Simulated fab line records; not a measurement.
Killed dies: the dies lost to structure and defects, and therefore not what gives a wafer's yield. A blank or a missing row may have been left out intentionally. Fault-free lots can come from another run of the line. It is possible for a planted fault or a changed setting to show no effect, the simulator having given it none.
Which of the tools did it? :: flow gf180mcu :: Sampling: 12 lots, 36 wafers, 5 of 602 route steps

WHAT THE GAUGES READ, wafer by wafer
GF_STI_THK_MEAS_30.
lot: L409
measured: day 2 06:47
on: filmMetro-01
STI_OXIDATION_02_THK (nm): 9.85 9.83 9.77

lot: L411
measured: day 2 23:08
on: filmMetro-04
STI_OXIDATION_02_THK (nm): 10.20 10.25 9.98

lot: L413
measured: day 3 05:54
on: filmMetro-02
STI_OXIDATION_02_THK (nm): 10.02 10.03 10.07

lot: L414
measured: day 3 07:19
on: filmMetro-01
STI_OXIDATION_02_THK (nm): 9.81 9.97 10.04

lot: L416
measured: day 3 20:10
on: filmMetro-01
STI_OXIDATION_02_THK (nm): 10.16 10.03 9.92

lot: L417
measured: day 4 02:10
on: filmMetro-02
STI_OXIDATION_02_THK (nm): 10.03 9.84 9.83

lot: L419
measured: day 4 10:55
on: filmMetro-01
STI_OXIDATION_02_THK (nm): 10.07 9.81 9.98

lot: L420
measured: day 4 15:18
on: filmMetro-01
STI_OXIDATION_02_THK (nm): 10.19 10.17 10.10

lot: L423
measured: day 5 05:45
on: filmMetro-01
STI_OXIDATION_02_THK (nm): 9.75 9.94 9.96

lot: L429
measured: day 6 15:07
on: filmMetro-04
STI_OXIDATION_02_THK (nm): 10.27 9.91 9.79

lot: L430
measured: day 6 20:31
on: filmMetro-01
STI_OXIDATION_02_THK (nm): 10.14 10.27 10.18

lot: L431
measured: day 7 05:21
on: filmMetro-02
STI_OXIDATION_02_THK (nm): 10.12 10.14 10.17

GF_VT_IMPLANT_TW_MEAS_21.
lot: L409
measured: day 6 06:45
on: filmMetro-03
VT_IMPLANT_2_TW: 1209 1201 1206

lot: L411
measured: day 7 03:17
on: filmMetro-03
VT_IMPLANT_2_TW: 1213 1211 1220

lot: L413
measured: day 7 09:51
on: filmMetro-03
VT_IMPLANT_2_TW: 1205 1205 1207

lot: L414
measured: day 7 12:43
on: filmMetro-01
VT_IMPLANT_2_TW: 1217 1222 1220

lot: L416
measured: day 8 06:26
on: filmMetro-03
VT_IMPLANT_2_TW: 1210 1207 1199

lot: L417
measured: day 8 15:20
on: filmMetro-02
VT_IMPLANT_2_TW: 1228 1231 1230

lot: L419
measured: day 9 01:23
on: filmMetro-03
VT_IMPLANT_2_TW: 1124 1124 1124

lot: L420
measured: day 9 07:34
on: filmMetro-03
VT_IMPLANT_2_TW: 1123 1122 1123

lot: L423
measured: day 9 23:34
on: filmMetro-02
VT_IMPLANT_2_TW: 1222 1223 1218

lot: L429
measured: day 11 18:26
on: filmMetro-02
VT_IMPLANT_2_TW: 1225 1231 1229

lot: L430
measured: day 12 00:00
on: filmMetro-03
VT_IMPLANT_2_TW: 1212 1208 1212

lot: L431
measured: day 12 11:22
on: filmMetro-03
VT_IMPLANT_2_TW: 1209 1213 1210

GF_VT_IMPLANT_RS_MEAS_46: a four-point-probe measurement.
lot: L409
measured: day 7 14:11
on: filmMetro-02
MVSD_RS (ohm/sq): 456.6 458.4 456.5

lot: L411
measured: day 8 11:20
on: filmMetro-03
MVSD_RS (ohm/sq): 456.4 456.4 454.9

lot: L413
measured: day 8 19:08
on: filmMetro-03
MVSD_RS (ohm/sq): 456.9 456.4 457.4

lot: L414
measured: day 8 23:39
on: filmMetro-03
MVSD_RS (ohm/sq): 455.2 456.8 454.9

lot: L416
measured: day 9 17:57
on: filmMetro-04
MVSD_RS (ohm/sq): 457.8 457.4 459.0

lot: L417
measured: day 10 02:33
on: filmMetro-03
MVSD_RS (ohm/sq): 457.9 455.6 456.3

lot: L419
measured: day 10 13:53
on: filmMetro-02
MVSD_RS (ohm/sq): 456.8 456.9 456.0

lot: L420
measured: day 10 20:05
on: filmMetro-02
MVSD_RS (ohm/sq): 455.0 455.6 454.7

lot: L423
measured: day 11 13:11
on: filmMetro-02
MVSD_RS (ohm/sq): 457.2 458.9 457.9

lot: L429
measured: day 13 10:07
on: filmMetro-04
MVSD_RS (ohm/sq): 456.1 456.0 455.5

lot: L430
measured: day 13 16:55
on: filmMetro-04
MVSD_RS (ohm/sq): 457.9 456.7 458.1

lot: L431
measured: day 14 04:16
on: filmMetro-04
MVSD_RS (ohm/sq): 457.4 457.7 458.1

WHAT TOOL EACH LOT RAN ON (gives the tool, then ch and the chambers of the sampled wafers, and finally the start)
lot: L409
GF_MVSD_STRIP_10: plasmaAsher-03 ch 0,1, day 4 10:11
GF_VT_IMPLANT_IMPLANT_19: implanter-02 ch 0, day 6 06:32

lot: L411
GF_MVSD_STRIP_10: plasmaAsher-02 ch 0,1, day 5 04:59
GF_VT_IMPLANT_IMPLANT_19: implanter-02 ch 0, day 7 03:02

lot: L413
GF_MVSD_STRIP_10: plasmaAsher-02 ch 0,1, day 5 12:31
GF_VT_IMPLANT_IMPLANT_19: implanter-03 ch 0, day 7 09:38

lot: L414
GF_MVSD_STRIP_10: plasmaAsher-01 ch 0,1, day 5 14:50
GF_VT_IMPLANT_IMPLANT_19: implanter-01 ch 0, day 7 12:31

lot: L416
GF_MVSD_STRIP_10: plasmaAsher-01 ch 0,1, day 6 06:23
GF_VT_IMPLANT_IMPLANT_19: implanter-01 ch 0, day 8 06:11

lot: L417
GF_MVSD_STRIP_10: plasmaAsher-01 ch 0,1, day 6 13:26
GF_VT_IMPLANT_IMPLANT_19: implanter-02 ch 0, day 8 15:05

lot: L419
GF_MVSD_STRIP_10: plasmaAsher-02 ch 0,1, day 7 00:11
GF_VT_IMPLANT_IMPLANT_19: implanter-02 ch 0, day 9 01:08

lot: L420
GF_MVSD_STRIP_10: plasmaAsher-01 ch 0,1, day 7 04:41
GF_VT_IMPLANT_IMPLANT_19: implanter-02 ch 0, day 9 07:19

lot: L423
GF_MVSD_STRIP_10: plasmaAsher-01 ch 0,1, day 7 19:40
GF_VT_IMPLANT_IMPLANT_19: implanter-01 ch 0, day 9 23:20

lot: L429
GF_MVSD_STRIP_10: plasmaAsher-01 ch 0,1, day 9 11:15
GF_VT_IMPLANT_IMPLANT_19: implanter-01 ch 0, day 11 18:11

lot: L430
GF_MVSD_STRIP_10: plasmaAsher-01 ch 0,1, day 9 15:43
GF_VT_IMPLANT_IMPLANT_19: implanter-03 ch 0, day 11 23:47

lot: L431
GF_MVSD_STRIP_10: plasmaAsher-01 ch 0,1, day 10 02:44
GF_VT_IMPLANT_IMPLANT_19: implanter-02 ch 0, day 12 11:07
- GF_MVSD_STRIP_10: strips in O2/N2.
- GF_VT_IMPLANT_IMPLANT_19

AS READ BY THE TOOLS THEMSELVES (means over the sampled wafers that have a number; for cases with no such wafer, the mark the record gives instead)
GF_MVSD_STRIP_10.
lot: L409
tool: plasmaAsher-03
chamberPressureMTorr (mTorr): 1500.5
drypumpMotorCurrentA (A): 6.3
heaterPowerW (W): 332
oesProductAu (a.u.): 0.721
platenTempC (C): 249.99
stripTimeToEndpointS (s): 36.86

lot: L411
tool: plasmaAsher-02
chamberPressureMTorr (mTorr): 1500.9
drypumpMotorCurrentA (A): 6.3
heaterPowerW (W): 380
oesProductAu (a.u.): 0.722
platenTempC (C): 249.92
stripTimeToEndpointS (s): 37.03

lot: L413
tool: plasmaAsher-02
chamberPressureMTorr (mTorr): 1501.2
drypumpMotorCurrentA (A): 6.3
heaterPowerW (W): 379
oesProductAu (a.u.): 0.722
platenTempC (C): 249.92
stripTimeToEndpointS (s): 37.02

lot: L414
tool: plasmaAsher-01
chamberPressureMTorr (mTorr): 1499.3
drypumpMotorCurrentA (A): 5.3
heaterPowerW (W): 380
oesProductAu (a.u.): 0.721
platenTempC (C): 250.00
stripTimeToEndpointS (s): 36.88

lot: L416
tool: plasmaAsher-01
chamberPressureMTorr (mTorr): 1501.3
drypumpMotorCurrentA (A): 5.3
heaterPowerW (W): 384
oesProductAu (a.u.): 0.719
platenTempC (C): 249.94
stripTimeToEndpointS (s): 36.85

lot: L417
tool: plasmaAsher-01
chamberPressureMTorr (mTorr): 1499.4
drypumpMotorCurrentA (A): 5.3
heaterPowerW (W): 379
oesProductAu (a.u.): 0.723
platenTempC (C): 249.92
stripTimeToEndpointS (s): 36.94

lot: L419
tool: plasmaAsher-02
chamberPressureMTorr (mTorr): 1500.2
drypumpMotorCurrentA (A): 6.3
heaterPowerW (W): 377
oesProductAu (a.u.): 0.722
platenTempC (C): 249.97
stripTimeToEndpointS (s): 36.84

lot: L420
tool: plasmaAsher-01
chamberPressureMTorr (mTorr): 1499.2
drypumpMotorCurrentA (A): 5.3
heaterPowerW (W): 376
oesProductAu (a.u.): 0.719
platenTempC (C): 249.94
stripTimeToEndpointS (s): 36.90

lot: L423
tool: plasmaAsher-01
chamberPressureMTorr (mTorr): 1499.3
drypumpMotorCurrentA (A): 5.1
heaterPowerW (W): 365
oesProductAu (a.u.): 0.728
platenTempC (C): 249.97
stripTimeToEndpointS (s): 36.83

lot: L429
tool: plasmaAsher-01
chamberPressureMTorr (mTorr): 1499.6
drypumpMotorCurrentA (A): 5.3
heaterPowerW (W): 386
oesProductAu (a.u.): 0.720
platenTempC (C): 250.21
stripTimeToEndpointS (s): 36.92

lot: L430
tool: plasmaAsher-01
chamberPressureMTorr (mTorr): 1501.1
drypumpMotorCurrentA (A): 5.3
heaterPowerW (W): 381
oesProductAu (a.u.): 0.729
platenTempC (C): 249.89
stripTimeToEndpointS (s): 36.92

lot: L431
tool: plasmaAsher-01
chamberPressureMTorr (mTorr): 1499.5
drypumpMotorCurrentA (A): 5.3
heaterPowerW (W): 374
oesProductAu (a.u.): 0.724
platenTempC (C): 249.85
stripTimeToEndpointS (s): 36.81

GF_VT_IMPLANT_IMPLANT_19.
lot: L409
tool: implanter-02
beamEnergyKeV: 100.02
doseIonsCm2: 4.35e+12

lot: L411
tool: implanter-02
beamEnergyKeV: 100.01
doseIonsCm2: 4.35e+12

lot: L413
tool: implanter-03
beamEnergyKeV: 99.96
doseIonsCm2: 4.35e+12

lot: L414
tool: implanter-01
beamEnergyKeV: 100.00
doseIonsCm2: 4.35e+12

lot: L416
tool: implanter-01
beamEnergyKeV: 100.02
doseIonsCm2: 4.35e+12

lot: L417
tool: implanter-02
beamEnergyKeV: 100.01
doseIonsCm2: 4.35e+12

lot: L419
tool: implanter-02
beamEnergyKeV: 77.17
doseIonsCm2: 4.35e+12

lot: L420
tool: implanter-02
beamEnergyKeV: 77.23
doseIonsCm2: 4.35e+12

lot: L423
tool: implanter-01
beamEnergyKeV: 99.93
doseIonsCm2: 4.35e+12

lot: L429
tool: implanter-01
beamEnergyKeV: 99.98
doseIonsCm2: 4.35e+12

lot: L430
tool: implanter-03
beamEnergyKeV: 100.02
doseIonsCm2: 4.35e+12

lot: L431
tool: implanter-02
beamEnergyKeV: 99.98
doseIonsCm2: 4.35e+12

THE ANSWER, worked out from the rows above alone
Rule: the usual values come from the lots themselves. Put in order of their means at a reading, lots are off if they are a third of the lots or fewer, leave a main group of 4 or more, and stand apart from it by a gap of 3 or more times the standard deviation of the main group's means; of several such gaps the widest counts. A main group whose means are all the same, to the digits that the tables above print for the reading, isn't used. Also off: a lot with no number at a reading for which 4 or more lots have one. The other lots that the step has rows for count as sound. After the gauges, taken in route order, come the tools' own readings; for these a lot's mean is taken, as printed above. At the first step where some lot is off, the reading lying furthest off is the one used; lots without a number count as furthest.
Off: at GF_VT_IMPLANT_TW_MEAS_21 (VT_IMPLANT_2_TW), L419, L420. The main group has a mean of 1215 with a standard deviation of 8.7.
A tool fits if, at a process step before that reading, it ran every lot that is off, and no sound lot after the first of them. Not tried: the gauges at GF_VT_IMPLANT_TW_MEAS_21; whatever is off there is also off at GF_VT_IMPLANT_IMPLANT_19, on other tools, and gauge error can't account for it. No candidate that was tried fits.

WHAT THE SIMULATOR HAD PUT IN
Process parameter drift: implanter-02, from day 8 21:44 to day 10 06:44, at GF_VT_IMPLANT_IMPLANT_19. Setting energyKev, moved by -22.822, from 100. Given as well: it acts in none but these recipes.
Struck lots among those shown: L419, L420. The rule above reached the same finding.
